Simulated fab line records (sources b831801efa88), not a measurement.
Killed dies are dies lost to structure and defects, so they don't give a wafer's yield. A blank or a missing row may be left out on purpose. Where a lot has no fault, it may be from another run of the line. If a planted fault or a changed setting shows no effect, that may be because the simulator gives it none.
fab line records    flow gf180mcu    part 2 of 2: steps 27 to 36 of 36
record lots=5  wafers=15  last_day=33
route steps=602 shown LVPWELL@59 MVSD@66 MVPSD@78 VT_IMPLANT@90
lots that met no fault: from a run of the same line without faults
start_h: hours from the record's opening day to when the first of the lot's shown wafers began    wait_h: time in hours since the lot's previous step    " repeats the value in the row above    L1.1+2: one row covering several wafers at once    - either no value or no given start    * or withheld: withheld    < > ~ a bound
route shown NAME@n: NAME is a module with steps in the file, n the number in the route of the first one    usual: mean and standard deviation over wafers with no fault    same: alike in all rows    chamber/n: place in a boat    sites: readings site by site    _std_site: standard deviation of those values    _edge_site: outer sites' mean less inner sites'    radius_mm: for every site, how far away it sits from the centre of the wafer    mask NAME#n: copy n    behind: tool/chamber where the wafer was last shaped    hold: why the lot was held/for how many hours/how that ended    device: transistor that didn't switch, given as n, p or np    end of line: the route-end tests of the same wafers    where a step has no rows: the recipe by itself    killed: the dies lost at the first sort to structure and to defects; this is not the yield of the wafer    map: a wafer's dies, x killed, . not, _ none there
set.NAME: setting as actually run; set.NAME@STEP: the setting as run at that earlier step    model.NAME: the simulator's own value behind a step, which no gauge read
certain route steps with their lots: each step a table, each wafer a row
services: from which hour (start_h, from the record's first day; less than 0 if before it) a tool's chamber was out of use, for how many hours, and why
## steps
# step GF_MVPSD_OVL_MEAS_07
# usual MVPSD_OVL=0.1/1.3
lot.wafer  tool        chamber  start_h  wait_h  MVPSD_OVL[nm]
L075.2     overlay-02  -        109.87   -       0.7
L075.3     "           -        "        "       -1.2
L075.6     "           -        "        "       2.1
L077.2     overlay-01  -        121.90   -       -1.2
L077.4     "           -        "        "       0.1
L077.5     "           -        "        "       -2.2
L082.1     overlay-01  -        148.74   -       -0.1
L082.3     "           -        "        "       -0.1
L082.4     "           -        "        "       -0.1
L089.2     overlay-02  -        195.42   -       1.0
L089.5     "           -        "        "       -0.3
L089.6     "           -        "        "       1.6
L091.3     overlay-01  -        206.49   -       0.6
L091.4     "           -        "        "       -0.5
L091.5     "           -        "        "       -0.6
# step GF_MVPSD_IMPLANT_08
# recipe species=B  energy_kev=170  dose_cm2=1.5e+13  tilt_deg=0
# usual dose_ions_cm2=1.4999e+13/1.5e+10
lot.wafer  tool          chamber  start_h  wait_h  dose_ions_cm2
L075.2     implanter-02  0        109.95   0.1     1.5004e+13
L075.3     "             0        "        "       1.4983e+13
L075.6     "             0        "        "       1.5004e+13
L077.2     implanter-02  0        121.95   0.0     1.5016e+13
L077.4     "             0        "        "       1.5011e+13
L077.5     "             0        "        "       1.4991e+13
L082.1     implanter-03  0        148.78   0.0     1.4953e+13
L082.3     "             0        "        "       1.499e+13
L082.4     "             0        "        "       1.4988e+13
L089.2     implanter-04  0        195.48   0.0     1.4992e+13
L089.5     "             0        "        "       1.5006e+13
L089.6     "             0        "        "       1.5005e+13
L091.3     implanter-03  0        206.56   0.1     1.499e+13
L091.4     "             0        "        "       1.4997e+13
L091.5     "             0        "        "       1.5002e+13
# step GF_MVPSD_IMPLANT_09
# recipe species=B  energy_kev=40  dose_cm2=5e+12  tilt_deg=0
# usual dose_ions_cm2=4.999e+12/5.6e+09
lot.wafer  tool          chamber  start_h  wait_h  dose_ions_cm2
L075.2     implanter-02  0        110.25   0.2     5.002e+12
L075.3     "             0        "        "       4.997e+12
L075.6     "             0        "        "       4.99e+12
L077.2     implanter-02  0        122.10   0.1     5e+12
L077.4     "             0        "        "       5.003e+12
L077.5     "             0        "        "       5.004e+12
L082.1     implanter-03  0        148.93   0.1     4.988e+12
L082.3     "             0        "        "       4.996e+12
L082.4     "             0        "        "       4.987e+12
L089.2     implanter-04  0        195.63   0.1     5e+12
L089.5     "             0        "        "       4.998e+12
L089.6     "             0        "        "       5.004e+12
L091.3     implanter-03  0        206.71   0.1     5.002e+12
L091.4     "             0        "        "       4.998e+12
L091.5     "             0        "        "       4.997e+12
# step GF_MVPSD_STRIP_10
# recipe chemistry=O2/N2  power_w=1400  pressure_mtorr=1500  platen_temp_c=250  o2_flow_sccm=3000  n2_flow_sccm=300  overash_fraction=0.5
# usual drypump_motor_current_A=5.8/0.36  heater_power_w=346/25  oes_product_au=0.722/0.0042  strip_time_to_endpoint_s=36.98/0.09
lot.wafer  tool             chamber  start_h  wait_h  drypump_motor_current_A  heater_power_w  oes_product_au  rf_hours_counter_h  strip_time_to_endpoint_s
L075.2     plasma_asher-04  0        110.50   0.2     5.4                      347             0.720           47                  36.79
L075.3     "                0        "        "       5.4                      345             0.724           -                   36.79
L075.6     "                1        "        "       6.2                      316             0.721           -                   36.86
L077.2     plasma_asher-04  1        122.23   0.1     6.2                      316             0.727           48                  37.00
L077.4     "                0        "        "       5.3                      361             0.720           -                   37.01
L077.5     "                0        "        "       5.3                      354             0.716           -                   36.91
L082.1     plasma_asher-01  1        149.08   0.1     5.6                      309             0.722           35                  36.94
L082.3     "                1        "        "       5.6                      312             0.722           -                   36.92
L082.4     "                0        "        "       5.7                      381             0.729           -                   36.83
L089.2     plasma_asher-01  1        195.75   0.1     5.6                      314             0.711           40                  36.96
L089.5     "                0        "        "       5.8                      381             0.726           -                   37.00
L089.6     "                1        "        "       5.6                      321             0.722           -                   37.00
L091.3     plasma_asher-03  1        206.84   0.1     5.8                      358             0.728           -                   37.05
L091.4     "                0        "        "       6.4                      355             0.719           -                   37.05
L091.5     "                0        "        "       6.4                      368             0.722           -                   37.01
# step GF_MVPSD_TW_MEAS_11
# usual MVPSD_TW=551/4.7
lot.wafer  tool           chamber  start_h  wait_h  MVPSD_TW
L075.2     film_metro-02  -        110.61   0.1     547
L075.3     "              -        "        "       548
L075.6     "              -        "        "       548
L077.2     film_metro-02  -        122.34   0.1     550
L077.4     "              -        "        "       547
L077.5     "              -        "        "       552
L082.1     film_metro-02  -        149.18   0.1     550
L082.3     "              -        "        "       552
L082.4     "              -        "        "       550
L089.2     film_metro-04  -        195.86   0.1     549
L089.5     "              -        "        "       550
L089.6     "              -        "        "       550
L091.3     film_metro-04  -        206.93   0.1     548
L091.4     "              -        "        "       547
L091.5     "              -        "        "       548
# step GF_VT_IMPLANT_DEHYDRATE_00
# recipe temp_c=200  time_s=60
# usual exhaust_pa=44.9/0.86
# same time_s=60
lot.wafer  tool            chamber  start_h  wait_h  exhaust_pa
L075.2     litho_track-02  0        115.94   5.3     44.7
L075.3     "               0        "        "       45.1
L075.6     "               0        "        "       46.0
L077.2     litho_track-02  0        129.74   7.4     46.3
L077.4     "               0        "        "       46.3
L077.5     "               0        "        "       45.0
L082.1     litho_track-01  0        156.51   7.3     44.2
L082.3     "               0        "        "       44.4
L082.4     "               0        "        "       45.6
L089.2     litho_track-02  0        204.29   8.4     43.3
L089.5     "               0        "        "       44.0
L089.6     "               0        "        "       44.2
L091.3     litho_track-02  0        214.82   7.9     45.7
L091.4     "               0        "        "       45.9
L091.5     "               0        "        "       44.2
# step GF_VT_IMPLANT_HMDS_01
# recipe prime_time_s=60  prime_temp_c=120
# usual exhaust_pa=45.0/0.92
# same prime_time_s=60
lot.wafer  tool            chamber  start_h  wait_h  exhaust_pa
L075.2     litho_track-02  0        116.09   0.1     44.2
L075.3     "               0        "        "       44.4
L075.6     "               0        "        "       43.4
L077.2     litho_track-02  0        129.89   0.1     45.2
L077.4     "               0        "        "       45.4
L077.5     "               0        "        "       44.4
L082.1     litho_track-01  0        156.66   0.1     43.8
L082.3     "               0        "        "       45.0
L082.4     "               0        "        "       45.0
L089.2     litho_track-02  0        204.44   0.1     46.7
L089.5     "               0        "        "       45.6
L089.6     "               0        "        "       47.0
L091.3     litho_track-02  0        214.97   0.1     45.2
L091.4     "               0        "        "       45.0
L091.5     "               0        "        "       45.6
# step GF_VT_IMPLANT_COAT_02
# recipe resist=NOVOLAK  spin_rpm=3000  resist_thk_nm=1000
# usual dispense_pressure_kPa=45/6  exhaust_pa=44.9/0.93
lot.wafer  tool            chamber  start_h  wait_h  dispense_pressure_kPa  exhaust_pa
L075.2     litho_track-02  0        116.24   0.1     41                     43.6
L075.3     "               0        "        "       41                     45.6
L075.6     "               0        "        "       41                     46.3
L077.2     litho_track-02  0        130.04   0.1     41                     45.1
L077.4     "               0        "        "       41                     45.4
L077.5     "               0        "        "       41                     44.4
L082.1     litho_track-01  0        156.81   0.1     42                     44.3
L082.3     "               0        "        "       42                     45.3
L082.4     "               0        "        "       42                     45.1
L089.2     litho_track-02  0        204.59   0.1     41                     43.4
L089.5     "               0        "        "       41                     44.1
L089.6     "               0        "        "       41                     45.4
L091.3     litho_track-02  0        215.12   0.1     41                     44.5
L091.4     "               0        "        "       41                     45.2
L091.5     "               0        "        "       41                     44.8
# step GF_VT_IMPLANT_SOFTBAKE_03
# recipe temp_c=90  time_s=60  resist=NOVOLAK
# usual exhaust_pa=45.0/0.82
# same time_s=60
lot.wafer  tool            chamber  start_h  wait_h  exhaust_pa
L075.2     litho_track-02  0        116.39   0.1     43.9
L075.3     "               0        "        "       44.8
L075.6     "               0        "        "       45.4
L077.2     litho_track-02  0        130.19   0.1     45.5
L077.4     "               0        "        "       44.9
L077.5     "               0        "        "       46.8
L082.1     litho_track-01  0        156.96   0.1     45.7
L082.3     "               0        "        "       45.1
L082.4     "               0        "        "       45.2
L089.2     litho_track-02  0        204.74   0.1     44.9
L089.5     "               0        "        "       44.8
L089.6     "               0        "        "       44.5
L091.3     litho_track-02  0        215.27   0.1     46.3
L091.4     "               0        "        "       44.8
L091.5     "               0        "        "       44.2
# step GF_VT_IMPLANT_EXPOSE_04
# recipe mask_id=LVPWELL_LV_AREA  target_cd_nm=600  na=0.6  source_shape=conventional  sigma_outer=0.6  dose_mj=140
lot.wafer   tool              chamber  start_h  wait_h  mask
L075.2+3+6  iline_stepper-02  0        -        -       LVPWELL_LV_AREA#0
L077.2+4+5  iline_stepper-02  0        -        -       LVPWELL_LV_AREA#0
L082.1+3+4  iline_stepper-01  0        -        -       LVPWELL_LV_AREA#0
L089.2+5+6  iline_stepper-02  0        -        -       LVPWELL_LV_AREA#0
L091.3+4+5  iline_stepper-01  0        -        -       LVPWELL_LV_AREA#0
## services
tool              chamber  start_h  hours  kind
implanter-03      -        66.07    3.7    repair
plasma_asher-04   -        68.50    3.4    repair
plasma_asher-02   -        74.61    11.9   repair
implanter-04      -        89.26    32.2   pm
plasma_asher-04   -        99.48    2.5    repair
implanter-03      -        102.87   3.1    repair
implanter-03      -        104.06   6.3    repair
plasma_asher-02   -        108.75   9.0    pm
plasma_asher-02   0        108.75   9.0    vent_cycle
plasma_asher-02   1        108.75   9.0    vent_cycle
plasma_asher-02   0        117.75   -      clean
plasma_asher-03   -        123.59   4.6    repair
iline_stepper-02  -        125.30   1.7    pm
implanter-03      -        132.22   5.3    pm
implanter-04      -        133.62   3.1    repair
iline_stepper-02  0        137.00   -      calibration
iline_stepper-02  -        142.94   9.5    repair
implanter-03      -        145.84   2.9    pm
implanter-01      -        147.27   2.0    repair
plasma_asher-02   -        199.31   0.4    repair
iline_stepper-01  0        205.39   -      calibration
iline_stepper-02  -        210.91   3.3    repair
implanter-01      -        213.04   2.2    repair
implanter-01      -        213.67   2.8    repair
